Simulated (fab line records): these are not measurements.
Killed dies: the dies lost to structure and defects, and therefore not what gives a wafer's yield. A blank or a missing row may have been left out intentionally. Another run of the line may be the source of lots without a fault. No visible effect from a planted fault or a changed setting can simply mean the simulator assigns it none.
Comparing a struck lot with a sound one	flow sky130	42 out of 708 route steps
Sound: the wafers L501.1, L501.5, L501.6. Struck: wafer L508.4 (L508.2, L508.5, from the same lot, were not struck and are left out); the cause is given at the end.
Order at every step that has rows: each side's tool, ch and its chambers, its first start. Under that, the readings that differ: sound wafers	struck wafers	difference of the means	sigmas: that difference in standard deviations of wafers without a fault.
alike: readings with means less than 2 such deviations apart, plus words and numbers identical on both sides. not compared: withheld readings, readings lacking a value on some wafer, bounds such as >300 that could conceal the same value, and numbers that have no deviation in the record and whose values overlap.
The two part at a step that has a row with sigmas, a row that says differs or no value, or rows on one side only. Numbers that have no deviation but don't overlap get no sigmas and don't part them. Lack of a reading on every wafer of one side parts them only where that side has two or more wafers.

first, 4 steps without rows for these wafers: SKY_VIA4_STRIP_14 (strips in post etch residue remover, time 1200 s); SKY_VIA4_CLEAN_15 (cleans in IPA, time 180 s); SKY_VIA4_CLEAN_16 (cleans in O3/DIW); SKY_VIA4_SPUTTER_17 (material TiN, target thk 20 nm, time 80 s).
SKY_VIA4_CVD_18: deposits W, target thk 505 nm, time 152.14 s.
  sound on cvd w-01 ch 0,1, day 43 20:29; struck on cvd w-01 ch 0, day 45 18:11
  alike: heater power w
SKY_VIA4_RS_MEAS_19: measures by four-point-probe.
  sound on film metro-04, day 43 20:38; struck on film metro-02, day 45 18:22
  alike: VIA4_W_RS
SKY_VIA4_THK_MEAS_20: measures by xrf.
  sound on film metro-04, day 43 20:45; struck on film metro-02, day 45 18:28
  alike: VIA4_W_THK
then, 4 steps without rows for these wafers: SKY_VIA4_CMP_21 (polishes, stops on SiO2, t overpolish 25 s, target thk 0 nm); SKY_METAL5_SPUTTER_00 (material Ti, target thk 15 nm, time 10 s); SKY_METAL5_SPUTTER_01 (material TiN, target thk 20 nm, time 16.7 s); SKY_METAL5_SPUTTER_02 (material AlCu, target thk 1150 nm, time 61.2 s).
SKY_METAL5_SPUTTER_03: material Ti, target thk 5 nm, time 3.3 s.
  sound on pvd sputter-03, day 43 21:13; struck on pvd sputter-03, day 45 18:55
  alike: throttle valve pct
SKY_METAL5_SPUTTER_04: material TiN, target thk 70 nm, time 58.3 s.
  sound on pvd sputter-03, day 43 21:14; struck on pvd sputter-03, day 45 18:56
reading	sound	struck	difference	sigmas
model.TiN_of_METAL5_SPUTTER_04.thk nm (nm)	70.14 70.13 71.42	97.45	+26.89	
  alike: throttle valve pct
SKY_METAL5_RS_MEAS_05: measures by four-point-probe.
  sound on film metro-03, day 43 21:17; struck on film metro-04, day 45 19:01
reading	sound	struck	difference	sigmas
METAL5_ALCU_RS (ohm/sq)	0.02708 0.02724 0.02696	0.02773	+0.00064	+2
SKY_METAL5_THK_MEAS_06: measures by xrf.
  sound on film metro-03, day 43 21:24; struck on film metro-04, day 45 19:07
reading	sound	struck	difference	sigmas
METAL5_ALCU_THK (nm)	1152 1156 1152	1062	-91	-7
then, 7 steps without rows for these wafers: SKY_METAL5_DEHYDRATE_07 (time 60 s); SKY_METAL5_HMDS_08 (prime time 60 s); SKY_METAL5_COAT_09 (resist thk 1800 nm); SKY_METAL5_SOFTBAKE_10 (time 60 s); SKY_METAL5_EXPOSE_11 (exposes mask MM5, target cd 1600 nm); SKY_METAL5_PEB_12; SKY_METAL5_DEVELOP_13 (develop time 60 s).
SKY_METAL5_DESCUM_14: chemistry O2, time 11 s.
  sound on rie metal-04 ch 0,1, day 44 20:32; struck on rie metal-04 ch 0, day 46 16:49
  alike: drypump motor current A, oes product au
  not compared: rf hours counter h
then, 1 step without rows for these wafers: SKY_METAL5_METAL_ETCH_15 (etches the open film in Cl2/BCl3, stops on SiO2, target depth 1260 nm, time 252 s).
SKY_METAL5_STRIP_16: strips in O2/N2.
  sound on plasma asher-02 ch 0,1, day 44 20:49; struck on plasma asher-02 ch 0, day 46 17:05
  alike: drypump motor current A, oes product au, strip time to endpoint s
  not compared: rf hours counter h
SKY_METAL5_STRIP_17: strips in post etch residue remover, time 1200 s.
  sound on wet bench-02 ch 1, day 44 20:55; struck on wet bench-04 ch 1, day 46 17:11
reading	sound	struck	difference	sigmas
model.TiN_of_METAL5_SPUTTER_04.thk nm (nm)	69.72 69.7 70.99	97.03	+26.89	
then, 3 steps without rows for these wafers: SKY_METAL5_CLEAN_18 (cleans in IPA, time 180 s); SKY_METAL5_CLEAN_19 (cleans in O3/DIW); SKY_PASSIVATION_CVD_00 (deposits SiO2, target thk 90 nm).
SKY_PASSIVATION_THK_MEAS_01:
  sound on film metro-04, day 44 21:26; struck on film metro-04, day 46 17:43
  alike: PASSIVATION_CVD_00_THK
then, 1 step without rows for these wafers: SKY_PASSIVATION_CVD_02 (deposits Si3N4, target thk 540 nm).
SKY_PASSIVATION_THK_MEAS_03:
  sound on film metro-04, day 44 21:43; struck on film metro-04, day 46 17:59
  alike: PASSIVATION_CVD_02_THK
then, 7 steps without rows for these wafers: SKY_PASSIVATION_DEHYDRATE_04 (time 60 s); SKY_PASSIVATION_HMDS_05 (prime time 60 s); SKY_PASSIVATION_COAT_06 (resist thk 3000 nm); SKY_PASSIVATION_SOFTBAKE_07; SKY_PASSIVATION_EXPOSE_08 (exposes mask NSM, target cd 3000 nm); SKY_PASSIVATION_PEB_09; SKY_PASSIVATION_DEVELOP_10 (develop time 60 s).
SKY_PASSIVATION_ETCH_11: etches the open film in CF4/O2, stops on AlCu, target depth 725 nm, time 161.1 s.
  sound on rie diel-04 ch 0,1,2, day 45 18:40; struck on rie diel-03 ch 1, day 47 14:38
reading	sound	struck	difference	sigmas
oes product au (a.u.)	0.959 0.970 0.966	0.987	+0.022	+3
model.PASSIVATION.feature depth nm (nm)	692.4 699 702.7	723.2	+25.2	
  alike: drypump motor current A, throttle valve pct
  not compared: rf hours counter h
SKY_PASSIVATION_STRIP_12: strips in O2/N2.
  sound on plasma asher-03 ch 0,1, day 45 18:47; struck on plasma asher-01 ch 0, day 47 14:45
  alike: drypump motor current A, oes product au, strip time to endpoint s
  not compared: rf hours counter h
after that, 1 step had no rows for these wafers: SKY_PAD_OPEN_PROBE_99.

WHERE THEY PART
Earliest at SKY_METAL5_RS_MEAS_05; latest, in this record, at SKY_PASSIVATION_ETCH_11. Later steps at which nothing parts them and some readings are alike: SKY_PASSIVATION_STRIP_12.

WHY: whatever the simulator had introduced
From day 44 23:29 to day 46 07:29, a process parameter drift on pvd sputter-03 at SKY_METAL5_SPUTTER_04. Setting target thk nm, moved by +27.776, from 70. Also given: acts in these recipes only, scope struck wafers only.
